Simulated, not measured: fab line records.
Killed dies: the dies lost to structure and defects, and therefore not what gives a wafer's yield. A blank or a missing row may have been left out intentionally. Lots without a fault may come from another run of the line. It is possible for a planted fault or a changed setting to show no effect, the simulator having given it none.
fab line records    flow sfq-line
record: lots: 14  wafers: 42  last-day: 89
route steps=325 shown L0V@23 I1@73 JJ@180 M6@253
lots with no fault: from the same line, run without faults
start-h: hours from the record's opening day to when the first of the lot's shown wafers began    wait-h: hours elapsed since this lot's preceding step    " identical to the entry in the row above    L1.1+2: several wafers, shown together as one row    - either no value or no given start    * or withheld: withheld    < > ~ a bound
route shown NAME@n: a module of which the file shows steps, and the number in the route of the first    usual: mean/standard deviation of fault-free wafers    same: alike in all rows    chamber/n: place in a boat    sites: the reading at each site    _std_site: how widely they spread, as a standard deviation    _edge_site: the outer-site mean with the inner-site mean subtracted    radius-mm: for every site, how far away it sits from the centre of the wafer    mask NAME#n: copy n    behind: the tool/chamber that last shaped the wafer    hold: why the lot was held/for how many hours/how that ended    device: whichever transistor did not switch (one of n, p or np)    end of line: tests of these same wafers at the route's end    for a step that has no rows: nothing shown but its recipe    killed: not the wafer's yield, but the dies lost to structure and defects at the first sort    map: shows each die of a wafer: x if killed, . if not, _ if none is there
set.NAME: the setting as run; set.NAME@STEP: as run at that earlier step    model.NAME: the simulator's own value behind a step, which no gauge read
route steps across a sampled set of lots; one table per step, one row per wafer
services: a tool's chamber out of use, with start hour (start-h, from the record's first day; less than 0 if before it), hours out, and reason
== steps ==
step: SFQ_L0V_OVL_MEAS_903
usual: L0V_OVL: -2/5.6
lot.wafer  tool        chamber  start-h  wait-h  L0V_OVL[nm]
L177.1     overlay-02  -        95.91    0.1     -10
L177.2     "           -        "        "       -8
L177.6     "           -        "        "       -7
L179.1     overlay-02  -        110.31   0.1     5
L179.4     "           -        "        "       7
L179.6     "           -        "        "       -2
L181.3     overlay-01  -        121.22   0.1     -3
L181.4     "           -        "        "       -2
L181.6     "           -        "        "       1
L184.4     overlay-01  -        136.83   0.1     3
L184.5     "           -        "        "       -2
L184.6     "           -        "        "       -3
L185.2     overlay-01  -        145.10   0.1     -5
L185.3     "           -        "        "       0
L185.4     "           -        "        "       -4
L186.2     overlay-01  -        151.10   0.1     -6
L186.4     "           -        "        "       -7
L186.5     "           -        "        "       -2
L187.1     overlay-02  -        160.69   0.1     5
L187.4     "           -        "        "       -2
L187.5     "           -        "        "       8
L188.2     overlay-02  -        161.90   0.1     -2
L188.4     "           -        "        "       8
L188.6     "           -        "        "       7
L189.1     overlay-02  -        167.77   0.1     -3
L189.3     "           -        "        "       -11
L189.4     "           -        "        "       5
L190.1     overlay-01  -        173.79   0.1     -4
L190.2     "           -        "        "       -5
L190.4     "           -        "        "       -3
L191.1     overlay-02  -        180.93   0.1     -10
L191.5     "           -        "        "       -5
L191.6     "           -        "        "       -3
L198.1     overlay-02  -        223.68   0.1     -6
L198.3     "           -        "        "       -5
L198.6     "           -        "        "       -12
L199.1     overlay-02  -        228.48   0.1     8
L199.3     "           -        "        "       -1
L199.4     "           -        "        "       -5
L200.2     overlay-02  -        234.48   0.1     3
L200.4     "           -        "        "       2
L200.5     "           -        "        "       -5
step: SFQ_TRILAYER_I1_DEP_PECVD_045
recipe: material: SiO2  temp-c: 150  time-s: 111.11  pressure-torr: 2.4  rf-w: 183.3  precursor: SiH4/N2O  target-thk-nm: 500
usual: heater-power-w: 88/16  run-length-s: 139.1/0.5  throttle-valve-pct: 23.8/1.5
lot.wafer  tool      chamber  start-h  wait-h  heater-power-w  run-length-s  throttle-valve-pct
L177.1     pecvd-04  0        324.76   0.0     86              138.4         25.6
L177.2     "         1        "        "       95              139.0         25.5
L177.6     "         0        "        "       87              138.3         25.8
L179.1     pecvd-03  0        343.54   0.0     70              140.1         22.1
L179.4     "         0        "        "       73              139.4         22.2
L179.6     "         2        "        "       97              138.0         24.9
L181.3     pecvd-03  0        360.76   0.0     81              140.0         22.5
L181.4     "         2        "        "       113             138.1         24.8
L181.6     "         0        "        "       67              139.7         22.0
L184.4     pecvd-03  0        404.42   0.0     80              139.3         22.5
L184.5     "         2        "        "       97              138.1         24.8
L184.6     "         1        "        "       69              139.0         22.7
L185.2     pecvd-01  0        412.88   0.0     104             139.1         23.1
L185.3     "         1        "        "       79              138.7         23.1
L185.4     "         0        "        "       109             139.0         23.2
L186.2     pecvd-03  1        424.90   0.0     76              139.4         22.6
L186.4     "         2        "        "       113             138.0         25.0
L186.5     "         0        "        "       82              139.4         22.7
L187.1     pecvd-03  0        440.48   0.0     77              139.4         22.4
L187.4     "         2        "        "       118             139.0         25.4
L187.5     "         1        "        "       59              139.3         22.7
L188.2     pecvd-03  2        444.11   0.0     111             153.9         24.8
L188.4     "         2        "        "       112             154.3         25.2
L188.6     "         1        "        "       72              138.8         22.5
L189.1     pecvd-01  1        446.51   0.0     73              139.1         23.3
L189.3     "         2        "        "       86              139.2         22.5
L189.4     "         1        "        "       75              138.8         23.4
L190.1     pecvd-03  2        452.48   0.0     114             153.5         25.0
L190.2     "         1        "        "       70              138.8         22.7
L190.4     "         2        "        "       96              154.0         24.9
L191.1     pecvd-04  0        457.28   0.0     94              138.9         26.4
L191.5     "         1        "        "       99              139.2         25.6
L191.6     "         2        "        "       101             140.2         27.1
L198.1     pecvd-01  2        522.63   0.0     76              140.0         22.7
L198.3     "         0        "        "       108             139.9         23.6
L198.6     "         1        "        "       77              138.8         23.4
L199.1     pecvd-03  2        534.22   0.0     116             138.5         25.2
L199.3     "         0        "        "       81              139.4         22.6
L199.4     "         2        "        "       118             138.2         25.6
L200.2     pecvd-01  0        543.83   0.0     110             138.9         23.4
L200.4     "         1        "        "       71              139.3         23.7
L200.5     "         2        "        "       86              139.0         22.9
step: SFQ_TRILAYER_I1_CMP_CMP_046
recipe: material: SiO2  down-force-psi: 3  platen-rpm: 60  pad-velocity-m-s: 0.94248
usual: motor-current-A: 10.2/0.81  slurry-flow-ml-min: 149.9/0.44  time-to-endpoint-s: 215/8
lot.wafer  tool    chamber  start-h  wait-h  motor-current-A  slurry-flow-ml-min  time-to-endpoint-s
L177.1     cmp-02  2        325.44   0.6     8.9              149.7               211
L177.2     "       1        326.94   2.1     9.9              150.3               214
L177.6     "       3        327.94   3.1     11.5             150.5               227
L179.4     cmp-01  3        343.62   0.0     11.2             149.3               205
L179.1     "       2        345.12   1.5     10.8             150.7               205
L179.6     "       0        346.12   2.5     9.0              150.6               223
L181.4     cmp-02  0        360.84   0.0     10.3             150.4               224
L181.3     "       1        "        "       9.9              150.8               210
L181.6     "       1        363.34   2.5     9.9              150.4               212
L184.4     cmp-02  3        404.88   0.4     11.8             149.8               222
L184.6     "       3        406.88   2.4     11.5             150.9               228
L184.5     "       0        "        "       9.9              149.3               225
L185.4     cmp-01  2        417.17   4.2     10.3             150.4               210
L185.3     "       3        "        "       10.2             150.5               210
L185.2     "       0        "        "       8.7              150.1               219
L186.4     cmp-01  0        428.98   4.0     9.5              150.2               224
L186.2     "       1        "        "       10.3             150.2               224
L186.5     "       1        431.48   6.5     10.5             149.7               227
L187.1     cmp-01  1        441.48   1.0     10.5             150.2               205
L187.4     "       2        "        "       11.1             149.5               209
L187.5     "       1        443.48   2.9     10.8             150.4               228
L188.2     cmp-01  2        446.98   2.8     9.9              149.9               249
L188.4     "       1        448.48   4.3     11.1             149.9               265
L188.6     "       2        "        "       11.2             149.5               215
L189.4     cmp-01  2        449.98   3.4     11.0             150.3               215
L189.3     "       0        450.98   4.4     9.0              150.5               220
L189.1     "       1        "        "       10.9             150.4               227
L190.2     cmp-01  2        456.48   4.0     10.3             149.0               206
L190.4     "       3        "        "       10.9             150.2               258
L190.1     "       0        "        "       9.0              149.9               257
L191.1     cmp-01  0        458.98   1.7     8.9              149.5               214
L191.6     "       0        460.98   3.6     8.7              149.6               214
L191.5     "       1        "        "       10.3             149.9               215
L198.3     cmp-02  1        526.49   3.8     10.0             150.0               209
L198.1     "       0        527.99   5.3     9.5              149.8               210
L198.6     "       1        "        "       9.6              149.8               223
L199.1     cmp-01  1        535.27   1.0     10.7             149.4               216
L199.3     "       2        "        "       10.8             149.5               208
L199.4     "       0        536.77   2.5     9.2              150.0               213
L200.2     cmp-01  0        543.91   0.0     9.1              149.8               220
L200.4     "       3        545.41   1.5     11.0             150.5               216
L200.5     "       0        "        "       9.1              149.9               224
step: SFQ_TRILAYER_JJ_TRILAYER_DEP_SPUTTER_110
recipe: material: Al  base-pressure-pa: 1.33e-06  target-thk-nm: 8  power-w: 500  time-s: 10  chamber-pressure-pa: 0.4
usual: throttle-valve-pct: 29.3/1
lot.wafer  tool            chamber  start-h  wait-h  throttle-valve-pct
L177.1     pvd-sputter-03  -        867.71   0.0     28.3
L177.2     "               -        "        "       29.3
L177.6     "               -        "        "       29.4
L179.1     pvd-sputter-05  -        1019.45  0.0     30.1
L179.4     "               -        "        "       28.1
L179.6     "               -        "        "       30.4
L181.3     pvd-sputter-03  -        1021.85  0.0     32.3
L181.4     "               -        "        "       29.3
L181.6     "               -        "        "       28.1
L184.4     pvd-sputter-05  -        1233.93  0.0     27.9
L184.5     "               -        "        "       30.3
L184.6     "               -        "        "       28.3
L185.2     pvd-sputter-06  -        1241.13  0.0     30.1
L185.3     "               -        "        "       28.6
L185.4     "               -        "        "       29.5
L186.2     pvd-sputter-03  -        1247.13  0.0     29.0
L186.4     "               -        "        "       31.9
L186.5     "               -        "        "       29.2
L187.1     pvd-sputter-03  -        1256.73  0.0     29.4
L187.4     "               -        "        "       29.1
L187.5     "               -        "        "       29.2
L188.2     pvd-sputter-03  -        1265.18  0.0     29.1
L188.4     "               -        "        "       32.0
L188.6     "               -        "        "       28.3
L189.1     pvd-sputter-05  -        1266.38  0.0     29.9
L189.3     "               -        "        "       27.7
L189.4     "               -        "        "       30.3
L190.1     pvd-sputter-03  -        1280.78  0.0     28.1
L190.2     "               -        "        "       29.2
L190.4     "               -        "        "       31.8
L191.1     pvd-sputter-06  -        1293.89  0.0     29.9
L191.5     "               -        "        "       29.2
L191.6     "               -        "        "       29.9
L198.1     pvd-sputter-06  -        1361.09  0.0     30.0
L198.3     "               -        "        "       28.1
L198.6     "               -        "        "       29.4
L199.1     pvd-sputter-05  -        1372.63  0.0     30.1
L199.3     "               -        "        "       28.5
L199.4     "               -        "        "       28.2
L200.2     pvd-sputter-06  -        1376.23  0.0     28.6
L200.4     "               -        "        "       28.4
L200.5     "               -        "        "       28.1
step: SFQ_M6_RS_MEAS_938
recipe: thk-meas-gauge: four-point-probe  reads: Nb_of_TRILAYER_M6_DEP_SPUTTER_157
usual: M6_NB_RS: 0.888/0.01
lot.wafer  tool           chamber  start-h  wait-h  M6_NB_RS[ohm/sq]
L177.1     film-metro-01  -        1462.47  0.0     0.887
L177.2     "              -        "        "       0.916
L177.6     "              -        "        "       0.896
L179.1     film-metro-01  -        1469.19  0.0     0.885
L179.4     "              -        "        "       0.877
L179.6     "              -        "        "       0.870
L181.3     film-metro-03  -        1480.63  0.1     0.891
L181.4     "              -        "        "       0.884
L181.6     "              -        "        "       0.894
L184.4     film-metro-03  -        1540.75  0.1     0.891
L184.5     "              -        "        "       0.887
L184.6     "              -        "        "       0.891
L185.2     film-metro-02  -        1547.91  0.1     0.879
L185.3     "              -        "        "       0.869
L185.4     "              -        "        "       0.869
L186.2     film-metro-01  -        1549.23  0.1     0.889
L186.4     "              -        "        "       0.891
L186.5     "              -        "        "       0.882
L187.1     film-metro-03  -        1550.54  0.0     0.886
L187.4     "              -        "        "       0.877
L187.5     "              -        "        "       0.882
L188.2     film-metro-03  -        1693.17  0.1     0.902
L188.4     "              -        "        "       0.889
L188.6     "              -        "        "       0.900
L189.1     film-metro-02  -        1705.44  0.0     0.885
L189.3     "              -        "        "       0.881
L189.4     "              -        "        "       0.891
L190.1     film-metro-01  -        1823.97  0.0     0.897
L190.2     "              -        "        "       0.884
L190.4     "              -        "        "       0.902
L191.1     film-metro-03  -        1832.64  0.0     0.888
L191.5     "              -        "        "       0.894
L191.6     "              -        "        "       0.897
L198.1     film-metro-01  -        1898.33  0.0     0.902
L198.3     "              -        "        "       0.896
L198.6     "              -        "        "       0.894
L199.1     film-metro-03  -        1908.53  0.0     0.908
L199.3     "              -        "        "       0.897
L199.4     "              -        "        "       0.901
L200.2     film-metro-01  -        1909.15  0.1     0.876
L200.4     "              -        "        "       0.875
L200.5     "              -        "        "       0.874
== services ==
tool    chamber  start-h  hours  kind
cmp-01  -        428.46   0.5    repair
cmp-01  -        524.39   1.4    repair
cmp-01  -        576.16   4.0    pm
cmp-01  -        637.67   10.1   pm
cmp-01  -        646.81   1.6    repair
cmp-01  -        681.39   1.4    repair
cmp-01  -        701.49   0.9    repair
cmp-01  -        767.02   15.8   repair
cmp-01  -        782.77   13.8   pm
cmp-01  -        793.85   1.4    repair
cmp-01  -        846.67   0.3    repair
cmp-01  -        889.66   6.4    pm
cmp-01  -        917.50   4.0    pm
cmp-01  -        996.91   0.5    repair
cmp-01  -        1071.21  2.3    repair
cmp-01  -        1073.47  1.9    repair
cmp-01  -        1134.32  2.8    repair
cmp-01  -        1142.89  1.9    repair
cmp-01  -        1211.15  0.8    repair
cmp-01  -        1225.02  6.5    repair
cmp-01  -        1255.53  5.0    pm
cmp-01  -        1260.55  4.0    pm
cmp-01  -        1272.21  4.9    repair
cmp-01  -        1292.30  4.8    pm
== key ==
first-sign: step: SFQ_TRILAYER_I1_DEP_PECVD_045  reading: run-length-s  direction: up  sigmas: 29  usual: *  struck: *
effect: step: SFQ_TRILAYER_I1_CMP_CMP_046  reading: time-to-endpoint-s  direction: up  sigmas: 5.3  usual: *  struck: *
met-at SFQ_TRILAYER_I1_DEP_PECVD_045
struck-lots L188,L190
struck-wafers L188.2,L188.4,L190.1,L190.4
not-acting-at SFQ_L0V_OVL_MEAS_903,SFQ_TRILAYER_JJ_TRILAYER_DEP_SPUTTER_110,SFQ_M6_RS_MEAS_938
onset-between 440.48 444.11
fault: kind: process-parameter-drift  tool: pecvd-03  chamber: 2  onset-h: 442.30  steps: SFQ_TRILAYER_I1_DEP_PECVD_045  channel: time-s  offset: *  shape: step  end-h: 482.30  acts-in: *  stated: *
